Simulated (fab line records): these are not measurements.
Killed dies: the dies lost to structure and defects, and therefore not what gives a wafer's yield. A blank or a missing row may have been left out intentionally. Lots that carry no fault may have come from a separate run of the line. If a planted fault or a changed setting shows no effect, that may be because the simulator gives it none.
fab line records / flow sky130
record lots=12 wafers=36 lastDay=49
route steps=708 shown METAL2@487 CAP2M@605 VIA4@651 PAD_OPEN@708
lots with no fault: from the same line, run without faults
startH: start of the lot's first displayed wafer, in hours after the record's first day / waitH: time in hours since the lot's previous step / " repeats the value in the row above / L1.1+2: one row covering several wafers at once / - value missing, or start not given / * or withheld: withheld / < > ~ a bound
route shown NAME@n: NAME is a module with steps in the file, n the number in the route of the first one / usual: mean/standard deviation taken from wafers without a fault / same: alike in all rows / chamber/n: place in a boat / sites: per-site readings / _std_site: standard deviation across them / _edge_site: mean of outer sites minus mean of inner sites / radiusMm: how far each site lies from the wafer's centre / mask NAME#n: copy n / behind: the tool/chamber that last shaped the wafer / hold: reason for holding the lot/hours on hold/outcome of the hold / device: the transistor (n, p or np) that didn't switch / end of line: the same wafers' tests at the end of the route / for a step that has no rows: nothing shown but its recipe / killed: not the wafer's yield, but the dies lost to structure and defects at the first sort / map: per-die view of a wafer (x killed, . not killed, _ where there is no die)
set.NAME: setting as actually run; set.NAME@STEP: the setting as run at that earlier step / model.NAME: the simulator's own value behind a step, which no gauge read
one table for each step of the route and one row for each wafer, over a sample of lots
services: a tool's chamber out of use, with start hour (startH, from the record's first day; less than 0 if before it), hours out, and reason
## steps
# step SKY_METAL2_SPUTTER_04
# recipe material=TiN targetThkNm=70 powerW=6500 timeS=58.3 chamberPressurePa=0.4
# usual throttleValvePct=30.3/0.76
lot.wafer=L582.1 tool=pvdSputter-03 chamber=- startH=803.72 waitH=0.0 throttleValvePct=29.4
lot.wafer=L582.2 tool=pvdSputter-03 chamber=- startH=803.72 waitH=0.0 throttleValvePct=30.6
lot.wafer=L582.3 tool=pvdSputter-03 chamber=- startH=803.72 waitH=0.0 throttleValvePct=31.8
lot.wafer=L584.1 tool=pvdSputter-03 chamber=- startH=822.50 waitH=0.0 throttleValvePct=32.0
lot.wafer=L584.3 tool=pvdSputter-03 chamber=- startH=822.50 waitH=0.0 throttleValvePct=30.5
lot.wafer=L584.6 tool=pvdSputter-03 chamber=- startH=822.50 waitH=0.0 throttleValvePct=31.7
lot.wafer=L585.4 tool=pvdSputter-03 chamber=- startH=829.60 waitH=0.0 throttleValvePct=29.8
lot.wafer=L585.5 tool=pvdSputter-03 chamber=- startH=829.60 waitH=0.0 throttleValvePct=30.5
lot.wafer=L585.6 tool=pvdSputter-03 chamber=- startH=829.60 waitH=0.0 throttleValvePct=31.7
lot.wafer=L586.2 tool=pvdSputter-02 chamber=- startH=843.51 waitH=0.0 throttleValvePct=28.8
lot.wafer=L586.3 tool=pvdSputter-02 chamber=- startH=843.51 waitH=0.0 throttleValvePct=29.4
lot.wafer=L586.4 tool=pvdSputter-02 chamber=- startH=843.51 waitH=0.0 throttleValvePct=30.1
lot.wafer=L588.3 tool=pvdSputter-01 chamber=- startH=864.97 waitH=0.0 throttleValvePct=29.3
lot.wafer=L588.4 tool=pvdSputter-01 chamber=- startH=864.97 waitH=0.0 throttleValvePct=30.4
lot.wafer=L588.5 tool=pvdSputter-01 chamber=- startH=864.97 waitH=0.0 throttleValvePct=30.4
lot.wafer=L589.2 tool=pvdSputter-02 chamber=- startH=865.12 waitH=0.0 throttleValvePct=30.0
lot.wafer=L589.3 tool=pvdSputter-02 chamber=- startH=865.12 waitH=0.0 throttleValvePct=30.5
lot.wafer=L589.4 tool=pvdSputter-02 chamber=- startH=865.12 waitH=0.0 throttleValvePct=28.9
lot.wafer=L590.4 tool=pvdSputter-03 chamber=- startH=875.45 waitH=0.0 throttleValvePct=30.8
lot.wafer=L590.5 tool=pvdSputter-03 chamber=- startH=875.45 waitH=0.0 throttleValvePct=31.6
lot.wafer=L590.6 tool=pvdSputter-03 chamber=- startH=875.45 waitH=0.0 throttleValvePct=30.7
lot.wafer=L591.3 tool=pvdSputter-01 chamber=- startH=877.80 waitH=0.0 throttleValvePct=29.5
lot.wafer=L591.4 tool=pvdSputter-01 chamber=- startH=877.80 waitH=0.0 throttleValvePct=30.3
lot.wafer=L591.5 tool=pvdSputter-01 chamber=- startH=877.80 waitH=0.0 throttleValvePct=29.7
lot.wafer=L593.3 tool=pvdSputter-02 chamber=- startH=899.83 waitH=0.0 throttleValvePct=28.8
lot.wafer=L593.5 tool=pvdSputter-02 chamber=- startH=899.83 waitH=0.0 throttleValvePct=29.9
lot.wafer=L593.6 tool=pvdSputter-02 chamber=- startH=899.83 waitH=0.0 throttleValvePct=29.5
lot.wafer=L595.1 tool=pvdSputter-02 chamber=- startH=910.63 waitH=0.0 throttleValvePct=30.6
lot.wafer=L595.2 tool=pvdSputter-02 chamber=- startH=910.63 waitH=0.0 throttleValvePct=29.2
lot.wafer=L595.4 tool=pvdSputter-02 chamber=- startH=910.63 waitH=0.0 throttleValvePct=30.1
lot.wafer=L596.2 tool=pvdSputter-02 chamber=- startH=913.06 waitH=0.0 throttleValvePct=29.5
lot.wafer=L596.3 tool=pvdSputter-02 chamber=- startH=913.06 waitH=0.0 throttleValvePct=30.1
lot.wafer=L596.4 tool=pvdSputter-02 chamber=- startH=913.06 waitH=0.0 throttleValvePct=30.4
lot.wafer=L600.1 tool=pvdSputter-03 chamber=- startH=937.14 waitH=0.0 throttleValvePct=30.8
lot.wafer=L600.3 tool=pvdSputter-03 chamber=- startH=937.14 waitH=0.0 throttleValvePct=31.9
lot.wafer=L600.5 tool=pvdSputter-03 chamber=- startH=937.14 waitH=0.0 throttleValvePct=30.6
# step SKY_CAP2M_SPUTTER_02
# recipe material=TiN targetThkNm=200 tempC=300 powerW=6500 timeS=166.7 chamberPressurePa=0.4
# usual substrateTempC=300.00/0.19 throttleValvePct=30.2/0.8
lot.wafer=L582.1 tool=pvdSputter-01 chamber=- startH=939.28 waitH=0.1 substrateTempC=299.97 throttleValvePct=30.7
lot.wafer=L582.2 tool=pvdSputter-01 chamber=- startH=939.28 waitH=0.1 substrateTempC=299.99 throttleValvePct=29.4
lot.wafer=L582.3 tool=pvdSputter-01 chamber=- startH=939.28 waitH=0.1 substrateTempC=299.95 throttleValvePct=30.7
lot.wafer=L584.1 tool=pvdSputter-01 chamber=- startH=957.40 waitH=0.1 substrateTempC=300.09 throttleValvePct=30.4
lot.wafer=L584.3 tool=pvdSputter-01 chamber=- startH=957.40 waitH=0.1 substrateTempC=300.05 throttleValvePct=30.3
lot.wafer=L584.6 tool=pvdSputter-01 chamber=- startH=957.40 waitH=0.1 substrateTempC=300.24 throttleValvePct=30.2
lot.wafer=L585.4 tool=pvdSputter-04 chamber=- startH=962.98 waitH=0.1 substrateTempC=299.75 throttleValvePct=30.3
lot.wafer=L585.5 tool=pvdSputter-04 chamber=- startH=962.98 waitH=0.1 substrateTempC=300.07 throttleValvePct=29.9
lot.wafer=L585.6 tool=pvdSputter-04 chamber=- startH=962.98 waitH=0.1 substrateTempC=299.84 throttleValvePct=28.5
lot.wafer=L586.2 tool=pvdSputter-01 chamber=- startH=975.74 waitH=0.0 substrateTempC=299.63 throttleValvePct=30.3
lot.wafer=L586.3 tool=pvdSputter-01 chamber=- startH=975.74 waitH=0.0 substrateTempC=300.05 throttleValvePct=30.3
lot.wafer=L586.4 tool=pvdSputter-01 chamber=- startH=975.74 waitH=0.0 substrateTempC=300.07 throttleValvePct=30.9
lot.wafer=L588.3 tool=pvdSputter-03 chamber=- startH=995.68 waitH=0.0 substrateTempC=299.95 throttleValvePct=29.4
lot.wafer=L588.4 tool=pvdSputter-03 chamber=- startH=995.68 waitH=0.0 substrateTempC=300.23 throttleValvePct=31.9
lot.wafer=L588.5 tool=pvdSputter-03 chamber=- startH=995.68 waitH=0.0 substrateTempC=299.63 throttleValvePct=30.7
lot.wafer=L589.2 tool=pvdSputter-03 chamber=- startH=996.19 waitH=0.0 substrateTempC=299.48 throttleValvePct=30.8
lot.wafer=L589.3 tool=pvdSputter-03 chamber=- startH=996.19 waitH=0.0 substrateTempC=299.76 throttleValvePct=32.1
lot.wafer=L589.4 tool=pvdSputter-03 chamber=- startH=996.19 waitH=0.0 substrateTempC=300.42 throttleValvePct=29.7
lot.wafer=L590.4 tool=pvdSputter-03 chamber=- startH=1004.41 waitH=0.0 substrateTempC=300.03 throttleValvePct=30.6
lot.wafer=L590.5 tool=pvdSputter-03 chamber=- startH=1004.41 waitH=0.0 substrateTempC=300.10 throttleValvePct=31.9
lot.wafer=L590.6 tool=pvdSputter-03 chamber=- startH=1004.41 waitH=0.0 substrateTempC=299.83 throttleValvePct=30.6
lot.wafer=L591.3 tool=pvdSputter-04 chamber=- startH=1008.01 waitH=0.0 substrateTempC=300.36 throttleValvePct=29.7
lot.wafer=L591.4 tool=pvdSputter-04 chamber=- startH=1008.01 waitH=0.0 substrateTempC=299.92 throttleValvePct=30.0
lot.wafer=L591.5 tool=pvdSputter-04 chamber=- startH=1008.01 waitH=0.0 substrateTempC=299.76 throttleValvePct=28.4
lot.wafer=L593.3 tool=pvdSputter-01 chamber=- startH=1026.68 waitH=0.0 substrateTempC=299.92 throttleValvePct=30.9
lot.wafer=L593.5 tool=pvdSputter-01 chamber=- startH=1026.68 waitH=0.0 substrateTempC=300.19 throttleValvePct=30.7
lot.wafer=L593.6 tool=pvdSputter-01 chamber=- startH=1026.68 waitH=0.0 substrateTempC=300.09 throttleValvePct=29.4
lot.wafer=L595.1 tool=pvdSputter-04 chamber=- startH=1036.38 waitH=0.1 substrateTempC=299.99 throttleValvePct=30.6
lot.wafer=L595.2 tool=pvdSputter-04 chamber=- startH=1036.38 waitH=0.1 substrateTempC=299.83 throttleValvePct=28.5
lot.wafer=L595.4 tool=pvdSputter-04 chamber=- startH=1036.38 waitH=0.1 substrateTempC=299.79 throttleValvePct=29.7
lot.wafer=L596.2 tool=pvdSputter-01 chamber=- startH=1037.97 waitH=0.0 substrateTempC=300.27 throttleValvePct=29.6
lot.wafer=L596.3 tool=pvdSputter-01 chamber=- startH=1037.97 waitH=0.0 substrateTempC=299.87 throttleValvePct=30.7
lot.wafer=L596.4 tool=pvdSputter-01 chamber=- startH=1037.97 waitH=0.0 substrateTempC=299.82 throttleValvePct=30.3
lot.wafer=L600.1 tool=pvdSputter-03 chamber=- startH=1058.80 waitH=0.1 substrateTempC=300.05 throttleValvePct=30.6
lot.wafer=L600.3 tool=pvdSputter-03 chamber=- startH=1058.80 waitH=0.1 substrateTempC=300.13 throttleValvePct=29.7
lot.wafer=L600.5 tool=pvdSputter-03 chamber=- startH=1058.80 waitH=0.1 substrateTempC=299.81 throttleValvePct=30.6
# step SKY_CAP2M_THK_MEAS_04
# recipe thkMeasGauge=xrf reads=TiN_of_CAP2M_SPUTTER_02
# usual CAP2M_TIN_THK=205.8/2.4
lot.wafer=L582.1 tool=filmMetro-02 chamber=- startH=939.51 waitH=0.1 CAP2M_TIN_THK[nm]=204.7
lot.wafer=L582.2 tool=filmMetro-02 chamber=- startH=939.51 waitH=0.1 CAP2M_TIN_THK[nm]=203.7
lot.wafer=L582.3 tool=filmMetro-02 chamber=- startH=939.51 waitH=0.1 CAP2M_TIN_THK[nm]=204.6
lot.wafer=L584.1 tool=filmMetro-02 chamber=- startH=957.62 waitH=0.1 CAP2M_TIN_THK[nm]=205.3
lot.wafer=L584.3 tool=filmMetro-02 chamber=- startH=957.62 waitH=0.1 CAP2M_TIN_THK[nm]=204.3
lot.wafer=L584.6 tool=filmMetro-02 chamber=- startH=957.62 waitH=0.1 CAP2M_TIN_THK[nm]=205.2
lot.wafer=L585.4 tool=filmMetro-02 chamber=- startH=963.19 waitH=0.1 CAP2M_TIN_THK[nm]=206.7
lot.wafer=L585.5 tool=filmMetro-02 chamber=- startH=963.19 waitH=0.1 CAP2M_TIN_THK[nm]=203.4
lot.wafer=L585.6 tool=filmMetro-02 chamber=- startH=963.19 waitH=0.1 CAP2M_TIN_THK[nm]=202.9
lot.wafer=L586.2 tool=filmMetro-01 chamber=- startH=975.98 waitH=0.1 CAP2M_TIN_THK[nm]=203.7
lot.wafer=L586.3 tool=filmMetro-01 chamber=- startH=975.98 waitH=0.1 CAP2M_TIN_THK[nm]=207.8
lot.wafer=L586.4 tool=filmMetro-01 chamber=- startH=975.98 waitH=0.1 CAP2M_TIN_THK[nm]=206.5
lot.wafer=L588.3 tool=filmMetro-01 chamber=- startH=995.93 waitH=0.1 CAP2M_TIN_THK[nm]=207.1
lot.wafer=L588.4 tool=filmMetro-01 chamber=- startH=995.93 waitH=0.1 CAP2M_TIN_THK[nm]=207.4
lot.wafer=L588.5 tool=filmMetro-01 chamber=- startH=995.93 waitH=0.1 CAP2M_TIN_THK[nm]=206.8
lot.wafer=L589.2 tool=filmMetro-02 chamber=- startH=996.43 waitH=0.1 CAP2M_TIN_THK[nm]=205.1
lot.wafer=L589.3 tool=filmMetro-02 chamber=- startH=996.43 waitH=0.1 CAP2M_TIN_THK[nm]=203.6
lot.wafer=L589.4 tool=filmMetro-02 chamber=- startH=996.43 waitH=0.1 CAP2M_TIN_THK[nm]=202.1
lot.wafer=L590.4 tool=filmMetro-03 chamber=- startH=1004.67 waitH=0.1 CAP2M_TIN_THK[nm]=208.3
lot.wafer=L590.5 tool=filmMetro-03 chamber=- startH=1004.67 waitH=0.1 CAP2M_TIN_THK[nm]=205.2
lot.wafer=L590.6 tool=filmMetro-03 chamber=- startH=1004.67 waitH=0.1 CAP2M_TIN_THK[nm]=207.7
lot.wafer=L591.3 tool=filmMetro-03 chamber=- startH=1008.26 waitH=0.1 CAP2M_TIN_THK[nm]=209.3
lot.wafer=L591.4 tool=filmMetro-03 chamber=- startH=1008.26 waitH=0.1 CAP2M_TIN_THK[nm]=210.4
lot.wafer=L591.5 tool=filmMetro-03 chamber=- startH=1008.26 waitH=0.1 CAP2M_TIN_THK[nm]=208.9
lot.wafer=L593.3 tool=filmMetro-03 chamber=- startH=1026.93 waitH=0.1 CAP2M_TIN_THK[nm]=209.8
lot.wafer=L593.5 tool=filmMetro-03 chamber=- startH=1026.93 waitH=0.1 CAP2M_TIN_THK[nm]=208.2
lot.wafer=L593.6 tool=filmMetro-03 chamber=- startH=1026.93 waitH=0.1 CAP2M_TIN_THK[nm]=210.5
lot.wafer=L595.1 tool=filmMetro-02 chamber=- startH=1036.60 waitH=0.1 CAP2M_TIN_THK[nm]=206.0
lot.wafer=L595.2 tool=filmMetro-02 chamber=- startH=1036.60 waitH=0.1 CAP2M_TIN_THK[nm]=204.5
lot.wafer=L595.4 tool=filmMetro-02 chamber=- startH=1036.60 waitH=0.1 CAP2M_TIN_THK[nm]=204.4
lot.wafer=L596.2 tool=filmMetro-02 chamber=- startH=1038.21 waitH=0.1 CAP2M_TIN_THK[nm]=207.5
lot.wafer=L596.3 tool=filmMetro-02 chamber=- startH=1038.21 waitH=0.1 CAP2M_TIN_THK[nm]=207.2
lot.wafer=L596.4 tool=filmMetro-02 chamber=- startH=1038.21 waitH=0.1 CAP2M_TIN_THK[nm]=205.5
lot.wafer=L600.1 tool=filmMetro-03 chamber=- startH=1059.03 waitH=0.1 CAP2M_TIN_THK[nm]=200.3
lot.wafer=L600.3 tool=filmMetro-03 chamber=- startH=1059.03 waitH=0.1 CAP2M_TIN_THK[nm]=198.7
lot.wafer=L600.5 tool=filmMetro-03 chamber=- startH=1059.03 waitH=0.1 CAP2M_TIN_THK[nm]=200.4
# step SKY_VIA4_ETCH_12
# recipe target=SiO2 chemistry=C4F8/O2/Ar stopOn=TiN maskMaterial=NOVOLAK sourceW=1500 biasW=1200 pressureMtorr=40 c4f8FlowSccm=withheld O2_flow_sccm=6 Ar_flow_sccm=300 timeS=withheld targetDepthA=5800
# usual oesProductAu=0.926/0.0043
lot.wafer=L582.1 tool=rieDiel-02 chamber=2 startH=1012.32 waitH=0.0 oesProductAu=0.929
lot.wafer=L582.2 tool=rieDiel-02 chamber=1 startH=1012.32 waitH=0.0 oesProductAu=0.930
lot.wafer=L582.3 tool=rieDiel-02 chamber=0 startH=1012.32 waitH=0.0 oesProductAu=0.935
lot.wafer=L584.1 tool=rieDiel-01 chamber=2 startH=1029.57 waitH=0.0 oesProductAu=0.927
lot.wafer=L584.3 tool=rieDiel-01 chamber=3 startH=1029.57 waitH=0.0 oesProductAu=0.932
lot.wafer=L584.6 tool=rieDiel-01 chamber=1 startH=1029.57 waitH=0.0 oesProductAu=0.923
lot.wafer=L585.4 tool=rieDiel-02 chamber=0 startH=1034.88 waitH=0.0 oesProductAu=0.931
lot.wafer=L585.5 tool=rieDiel-02 chamber=2 startH=1034.88 waitH=0.0 oesProductAu=0.917
lot.wafer=L585.6 tool=rieDiel-02 chamber=3 startH=1034.88 waitH=0.0 oesProductAu=0.918
lot.wafer=L586.2 tool=rieDiel-01 chamber=0 startH=1045.45 waitH=0.0 oesProductAu=0.927
lot.wafer=L586.3 tool=rieDiel-01 chamber=1 startH=1045.45 waitH=0.0 oesProductAu=0.926
lot.wafer=L586.4 tool=rieDiel-01 chamber=3 startH=1045.45 waitH=0.0 oesProductAu=0.921
lot.wafer=L588.3 tool=rieDiel-04 chamber=0 startH=1063.47 waitH=0.0 oesProductAu=0.926
lot.wafer=L588.4 tool=rieDiel-04 chamber=1 startH=1063.47 waitH=0.0 oesProductAu=0.924
lot.wafer=L588.5 tool=rieDiel-04 chamber=0 startH=1063.47 waitH=0.0 oesProductAu=0.931
lot.wafer=L589.2 tool=rieDiel-01 chamber=1 startH=1065.22 waitH=0.0 oesProductAu=0.929
lot.wafer=L589.3 tool=rieDiel-01 chamber=3 startH=1065.22 waitH=0.0 oesProductAu=0.926
lot.wafer=L589.4 tool=rieDiel-01 chamber=2 startH=1065.22 waitH=0.0 oesProductAu=0.922
lot.wafer=L590.4 tool=rieDiel-04 chamber=3 startH=1073.42 waitH=0.0 oesProductAu=0.926
lot.wafer=L590.5 tool=rieDiel-04 chamber=1 startH=1073.42 waitH=0.0 oesProductAu=0.927
lot.wafer=L590.6 tool=rieDiel-04 chamber=0 startH=1073.42 waitH=0.0 oesProductAu=0.928
lot.wafer=L591.3 tool=rieDiel-01 chamber=0 startH=1075.17 waitH=0.0 oesProductAu=0.920
lot.wafer=L591.4 tool=rieDiel-01 chamber=3 startH=1075.17 waitH=0.0 oesProductAu=0.922
lot.wafer=L591.5 tool=rieDiel-01 chamber=3 startH=1075.17 waitH=0.0 oesProductAu=0.918
lot.wafer=L593.3 tool=rieDiel-01 chamber=3 startH=1092.42 waitH=0.0 oesProductAu=0.929
lot.wafer=L593.5 tool=rieDiel-01 chamber=3 startH=1092.42 waitH=0.0 oesProductAu=0.921
lot.wafer=L593.6 tool=rieDiel-01 chamber=2 startH=1092.42 waitH=0.0 oesProductAu=0.912
lot.wafer=L595.1 tool=rieDiel-01 chamber=2 startH=1102.32 waitH=0.0 oesProductAu=0.926
lot.wafer=L595.2 tool=rieDiel-01 chamber=3 startH=1102.32 waitH=0.0 oesProductAu=0.933
lot.wafer=L595.4 tool=rieDiel-01 chamber=0 startH=1102.32 waitH=0.0 oesProductAu=0.923
lot.wafer=L596.2 tool=rieDiel-01 chamber=0 startH=1103.82 waitH=0.0 oesProductAu=0.933
lot.wafer=L596.3 tool=rieDiel-01 chamber=1 startH=1103.82 waitH=0.0 oesProductAu=0.928
lot.wafer=L596.4 tool=rieDiel-01 chamber=2 startH=1103.82 waitH=0.0 oesProductAu=0.929
lot.wafer=L600.1 tool=rieDiel-02 chamber=1 startH=1123.75 waitH=0.0 oesProductAu=0.925
lot.wafer=L600.3 tool=rieDiel-02 chamber=2 startH=1123.75 waitH=0.0 oesProductAu=0.928
lot.wafer=L600.5 tool=rieDiel-02 chamber=2 startH=1123.75 waitH=0.0 oesProductAu=0.930
# step SKY_PAD_OPEN_PROBE_99
# usual defectLimitedYield=82.3/1.9 killed_at_M0_to_M3=43/7.4 killed_at_M4_up=3.3/2 killedAtContacts=24/5.4 killedAtFrontEnd=16/4.2 killedAtOther=0.3/0.61 killedDies=87/9.4 killedOpen=47/7.3 killedShort=40/6.7 sort_bin_3_pad_short=0.9/0.43 sort_bin_5_function=10.4/1.4 sort_bin_6_memory=6.4/1.2 sortNPass=405/9.4 sortYieldPct=82.3/1.9
# same grossDies=492 killedAtBackSide=0 sort_bin_4_leakage[%]=0 sort_bin_8_speed[%]=0
lot.wafer=L596.2 tool=prober-02 chamber=- startH=1167.08 waitH=0.1 defectLimitedYield[%]=79.9 killed_at_M0_to_M3=50 killed_at_M4_up=5 killedAtContacts=22 killedAtFrontEnd=21 killedAtOther=1 killedDies=99 killedOpen=55 killedShort=43 sort_bin_3_pad_short[%]=1.4 sort_bin_5_function[%]=12.6 sort_bin_6_memory[%]=6.1 sortNPass=393 sortYieldPct[%]=79.9
lot.wafer=L596.3 tool=prober-02 chamber=- startH=1167.13 waitH=0.2 defectLimitedYield[%]=82.9 killed_at_M0_to_M3=41 killed_at_M4_up=4 killedAtContacts=23 killedAtFrontEnd=16 killedAtOther=0 killedDies=84 killedOpen=49 killedShort=33 sort_bin_3_pad_short[%]=0.8 sort_bin_5_function[%]=9.8 sort_bin_6_memory[%]=6.5 sortNPass=408 sortYieldPct[%]=82.9
lot.wafer=L596.4 tool=prober-02 chamber=- startH=1167.18 waitH=0.2 defectLimitedYield[%]=81.7 killed_at_M0_to_M3=53 killed_at_M4_up=2 killedAtContacts=18 killedAtFrontEnd=14 killedAtOther=3 killedDies=90 killedOpen=52 killedShort=34 sort_bin_3_pad_short[%]=0.8 sort_bin_5_function[%]=10.4 sort_bin_6_memory[%]=7.1 sortNPass=402 sortYieldPct[%]=81.7
lot.wafer=L600.1 tool=prober-01 chamber=- startH=1183.55 waitH=0.1 defectLimitedYield[%]=81.3 killed_at_M0_to_M3=46 killed_at_M4_up=1 killedAtContacts=27 killedAtFrontEnd=17 killedAtOther=1 killedDies=92 killedOpen=47 killedShort=44 sort_bin_3_pad_short[%]=1.0 sort_bin_5_function[%]=10.6 sort_bin_6_memory[%]=7.1 sortNPass=400 sortYieldPct[%]=81.3
lot.wafer=L600.3 tool=prober-01 chamber=- startH=1183.65 waitH=0.2 defectLimitedYield[%]=74.8 killed_at_M0_to_M3=83 killed_at_M4_up=3 killedAtContacts=24 killedAtFrontEnd=14 killedAtOther=0 killedDies=124 killedOpen=45 killedShort=43 sort_bin_3_pad_short[%]=4.1 sort_bin_5_function[%]=15.2 sort_bin_6_memory[%]=5.9 sortNPass=368 sortYieldPct[%]=74.8
lot.wafer=L600.5 tool=prober-01 chamber=- startH=1183.75 waitH=0.2 defectLimitedYield[%]=85.0 killed_at_M0_to_M3=32 killed_at_M4_up=7 killedAtContacts=17 killedAtFrontEnd=18 killedAtOther=0 killedDies=74 killedOpen=28 killedShort=46 sort_bin_3_pad_short[%]=1.0 sort_bin_5_function[%]=7.7 sort_bin_6_memory[%]=6.3 sortNPass=418 sortYieldPct[%]=85.0
# killed by level:class
L596.2 VIA1:geometricParticle:open=21 CONTACT:geometricParticle:open=9 VIA1:geometricParticle:short=8 FIELD_ISO:geometricParticle:open=7 CONTACT:geometricParticle:short=6 METAL1:geometricParticle:short=6 POLY_GATE:geometricParticle:open=5 FIELD_ISO:geometricParticle:short=4
L596.3 CONTACT:geometricParticle:open=12 VIA1:geometricParticle:open=10 VIA2:geometricParticle:open=7 POLY_GATE:geometricParticle:open=6 FIELD_ISO:geometricParticle:open=5 CONTACT:geometricParticle:short=5 VIA1:geometricParticle:short=5 METAL1:geometricParticle:short=4
L596.4 VIA1:geometricParticle:open=16 METAL1:geometricParticle:short=9 CONTACT:geometricParticle:open=8 VIA2:geometricParticle:open=8 METAL2:geometricParticle:short=6 LI_CONTACT:geometricParticle:open=5 CONTACT:geometricParticle:short=4 FIELD_ISO:geometricParticle:open=3
L600.1 LI_CONTACT:geometricParticle:open=10 METAL1:geometricParticle:short=9 VIA1:geometricParticle:open=8 VIA2:geometricParticle:open=7 CONTACT:geometricParticle:open=7 LOCAL_INTERCONNECT:geometricParticle:short=5 VIA3:geometricParticle:open=5 FIELD_ISO:geometricParticle:short=4
L600.3 METAL2:unspecified=36 VIA1:geometricParticle:open=13 VIA1:geometricParticle:short=10 LI_CONTACT:geometricParticle:open=8 CONTACT:geometricParticle:open=8 METAL2:geometricParticle:short=6 CONTACT:geometricParticle:short=5 VIA3:geometricParticle:open=4
L600.5 METAL2:geometricParticle:short=9 VIA2:geometricParticle:open=7 METAL4:geometricParticle:short=7 FIELD_ISO:geometricParticle:short=5 CONTACT:geometricParticle:short=5 CONTACT:geometricParticle:open=5 METAL1:geometricParticle:short=5 VIA1:geometricParticle:open=4
## services
tool=rieDiel-04 chamber=2 startH=832.38 hours=4.2 kind=repair
tool=pvdSputter-03 chamber=- startH=849.88 hours=1.2 kind=repair
tool=rieDiel-02 chamber=0 startH=854.46 hours=4.2 kind=repair
tool=rieDiel-01 chamber=3 startH=869.22 hours=12.1 kind=repair
tool=rieDiel-02 chamber=3 startH=869.84 hours=14.6 kind=repair
tool=rieDiel-02 chamber=0 startH=874.11 hours=9.6 kind=repair
tool=pvdSputter-01 chamber=- startH=882.13 hours=3.1 kind=repair
tool=rieDiel-04 chamber=3 startH=883.27 hours=2.9 kind=repair
tool=rieDiel-02 chamber=0 startH=885.51 hours=1.2 kind=repair
tool=pvdSputter-01 chamber=- startH=924.90 hours=6.3 kind=repair
tool=pvdSputter-04 chamber=- startH=935.87 hours=3.5 kind=repair
tool=rieDiel-01 chamber=3 startH=939.99 hours=4.2 kind=repair
tool=rieDiel-02 chamber=0 startH=977.53 hours=2.9 kind=repair
tool=pvdSputter-01 chamber=- startH=996.10 hours=4.9 kind=repair
tool=pvdSputter-04 chamber=- startH=1020.52 hours=7.2 kind=repair
tool=rieDiel-02 chamber=1 startH=1023.04 hours=21.3 kind=repair
tool=rieDiel-01 chamber=0 startH=1038.02 hours=4.0 kind=repair
tool=pvdSputter-04 chamber=- startH=1043.05 hours=3.0 kind=repair
tool=rieDiel-02 chamber=3 startH=1058.18 hours=2.2 kind=repair
tool=pvdSputter-01 chamber=- startH=1058.27 hours=3.3 kind=repair
tool=rieDiel-02 chamber=2 startH=1071.29 hours=8.0 kind=repair
tool=rieDiel-02 chamber=- startH=1072.31 hours=5.8 kind=repair
tool=rieDiel-02 chamber=0 startH=1081.04 hours=14.2 kind=repair
tool=rieDiel-01 chamber=- startH=1122.79 hours=0.8 kind=repair
## key
firstSign step=SKY_PAD_OPEN_PROBE_99 reading=sort_bin_3_pad_short direction=up sigmas=7.3 usual=0.9 struck=4.1
effect step=SKY_PAD_OPEN_PROBE_99 reading=killed_at_M0_to_M3 direction=up sigmas=5.4 usual=43 struck=83
metAt SKY_METAL2_SPUTTER_04
struckLots L600
struckWafers L600.3
notActingAt SKY_CAP2M_SPUTTER_02,SKY_CAP2M_THK_MEAS_04,SKY_VIA4_ETCH_12
onsetBetween 875.45 937.14
fault kind=chamberParticleSource tool=pvdSputter-03 chamber=- onsetH=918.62 steps=SKY_METAL2_SPUTTER_04 ratePerVisitCm2=1.6976 endH=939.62 scope=struckWafersOnly
